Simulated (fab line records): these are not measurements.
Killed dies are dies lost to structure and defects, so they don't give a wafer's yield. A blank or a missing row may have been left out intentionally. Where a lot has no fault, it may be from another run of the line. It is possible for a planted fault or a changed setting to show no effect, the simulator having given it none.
The same fault as seen by 2 desks	flow sky130	each desk has only its own numbers; what lay behind them comes last

FROM THE METROLOGY DESK
Lot by lot, what the gauges showed, no matter which tool ran the lot: averages of those sampled wafers that carry a number. If a lot's mean is further than 4 standard deviations from the usual mean, the lot is out of limits and carries the mark OUT (the distance appears in the brackets).
Columns: A = SONOS_TUNNEL_TW at SKY_SONOS_TUNNEL_TW_MEAS_12, usual 196.9; B = POLY_GATE_OVL at SKY_POLY_GATE_OVL_MEAS_14, usual -1 nm; C = POLY_GATE_OXIDATION_THK at SKY_POLY_GATE_THK_MEAS_21, usual 3.99 nm; D = cd_nm at SKY_POLY_GATE_CD_MEAS_22, usual 150.7 nm
lot	first seen here	A	B	C	D
L161	day 11 12:55	196.2	-7	3.92	151.8
L162	day 11 20:07	197.4	-5	3.97	152.0
L165	day 12 17:22	193.2	-1	4.13	150.2
L166	day 12 20:54	193.3	-1	4.46 (+4.8) OUT	146.6
L167	day 13 06:11	198.0	4	4.22	149.3
L175	day 16 02:46	197.9	8	4.04	151.3
L176	day 16 17:13	195.4	7	4.08	154.0
L177	day 17 03:09	196.3	2	3.87	149.7
L178	day 17 07:52	196.9	7	3.92	149.7
L179	day 17 16:40	198.0	-3	3.96	150.2
L181	day 17 22:23	195.0	-5	3.85	151.0
L182	day 18 06:47	198.5	0	3.98	152.7
L184	day 18 21:40	196.4	-3	3.91	149.6
This desk's result: L166 out of limits, first on L166 (POLY_GATE_OXIDATION_THK at SKY_POLY_GATE_THK_MEAS_21), day 18 03:48. L161, L162, L165, L167, L175, L176, L177, L178, L179, L181, L182, L184: within limits.

THE TOOL OWNER'S DESK: furnace-02
The tool's own readings at SKY_POLY_GATE_OXIDATION_20 (stabilise 600 s, purge 300 s, target thk 4 nm): means of the sampled wafers that have a number, for each lot that ran on this tool. If a lot's mean is further than 4 standard deviations from the usual mean, the lot is out of limits and carries the mark OUT (the distance appears in the brackets).
Columns: A = spike_tc_centre_C at SKY_POLY_GATE_OXIDATION_20, usual 850.0 C; B = spike_tc_lower_C at SKY_POLY_GATE_OXIDATION_20, usual 851.1 C; C = spike_tc_top_C at SKY_POLY_GATE_OXIDATION_20, usual 862.3 C; D = spike_tc_upper_C at SKY_POLY_GATE_OXIDATION_20, usual 850.0 C; E = zone_power_centre_pct at SKY_POLY_GATE_OXIDATION_20, usual 16.3 %
lot	first seen here	A	B	C	D	E
L161	day 16 18:37	850.9	851.0	860.1	849.7	17.5
L162	day 17 05:44	851.2	851.4	857.6	849.9	17.6
L165	day 18 02:33	878.8 (+19) OUT	847.8	859.8	847.5	27.1 (+12) OUT
L166	day 18 02:33	879.1 (+19) OUT	848.4	858.9	846.2	26.8 (+11) OUT
L178	day 23 05:52	851.4	850.3	859.6	849.3	17.5
L177	day 23 07:07	851.5	851.3	858.6	850.3	17.5
Finding of this desk: L165, L166 out of limits; the first was L165 at day 18 02:33, on spike_tc_centre_C at SKY_POLY_GATE_OXIDATION_20. L161, L162, L178, L177: within limits.

TAKEN TOGETHER
On L165, L166, at day 18 02:33, an alarm was possible from the tool owner's desk.
Metrology desk: alarm possible at day 18 03:48 on L166.
The metrology desk holds a record of L165, inside its limits.
Every lot named ran SKY_POLY_GATE_OXIDATION_20 on furnace-02.

WHAT HAD BEEN PUT IN BY THE SIMULATOR
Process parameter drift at SKY_POLY_GATE_OXIDATION_20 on furnace-02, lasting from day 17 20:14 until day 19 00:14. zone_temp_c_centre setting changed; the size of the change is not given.
Struck lots among those shown: L165, L166.
Counting hours from when the fault started, the first reading out of limits came at 6 for the tool owner's desk and at 8 for the metrology desk.
